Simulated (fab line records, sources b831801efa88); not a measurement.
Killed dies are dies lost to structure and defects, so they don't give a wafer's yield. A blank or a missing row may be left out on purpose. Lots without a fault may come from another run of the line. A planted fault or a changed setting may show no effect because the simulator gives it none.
Which tool did it? | flow gf180mcu | 7 lots, 21 wafers sampled, at 2 steps of a route of 602

WHAT THE GAUGES READ, wafer by wafer
GF_V1_BOW_MEAS_05.
lot  | measured     | on            | V1_BOW (um)
L972 | day 17 11:54 | film_metro-04 | 79 79 67
L976 | day 19 01:45 | film_metro-01 | 87 85 85
L982 | day 21 12:05 | film_metro-04 | 79 75 76
L985 | day 22 07:14 | film_metro-04 | 88 93 89
L987 | day 22 22:17 | film_metro-01 | 77 81 73
L991 | day 24 08:44 | film_metro-01 | 96 98 85
L994 | day 25 10:37 | film_metro-04 | 79 81 85

WHICH TOOL RAN EACH LOT (tool, then ch and the chambers of the sampled wafers, then the start)
lot  | GF_M1_METAL_ETCH_16
L972 | rie_metal-02 ch 1, day 17 10:26
L976 | rie_metal-03 ch 0,1, day 19 00:32
L982 | rie_metal-02 ch 0,1, day 21 10:52
L985 | rie_metal-04 ch 0,1, day 22 06:00
L987 | rie_metal-02 ch 0,1, day 22 21:03
L991 | rie_metal-02 ch 0,1, day 24 07:29
L994 | rie_metal-03 ch 0,1, day 25 09:23
- GF_M1_METAL_ETCH_16: etches the open film in Cl2/BCl3, stops on SiO2, target depth 750.8 nm, time 125.1 s.

THE ANSWER, worked out from the rows above alone
Rule: what is usual is taken from the lots themselves. Put in order of their means at a reading, lots are off if they are a third of the lots or fewer, leave a main group of 4 or more, and stand apart from it by a gap of 3 or more times the standard deviation of the main group's means; of several such gaps the widest counts. A main group whose means are all the same, to the digits that the tables above print for the reading, isn't used. A lot without any number at a reading at which 4 lots or more have one is off too. The other lots that the step has rows for count as sound.
No lot is off at any reading shown: from this, nothing can be told.

WHAT THE SIMULATOR HAD PUT IN
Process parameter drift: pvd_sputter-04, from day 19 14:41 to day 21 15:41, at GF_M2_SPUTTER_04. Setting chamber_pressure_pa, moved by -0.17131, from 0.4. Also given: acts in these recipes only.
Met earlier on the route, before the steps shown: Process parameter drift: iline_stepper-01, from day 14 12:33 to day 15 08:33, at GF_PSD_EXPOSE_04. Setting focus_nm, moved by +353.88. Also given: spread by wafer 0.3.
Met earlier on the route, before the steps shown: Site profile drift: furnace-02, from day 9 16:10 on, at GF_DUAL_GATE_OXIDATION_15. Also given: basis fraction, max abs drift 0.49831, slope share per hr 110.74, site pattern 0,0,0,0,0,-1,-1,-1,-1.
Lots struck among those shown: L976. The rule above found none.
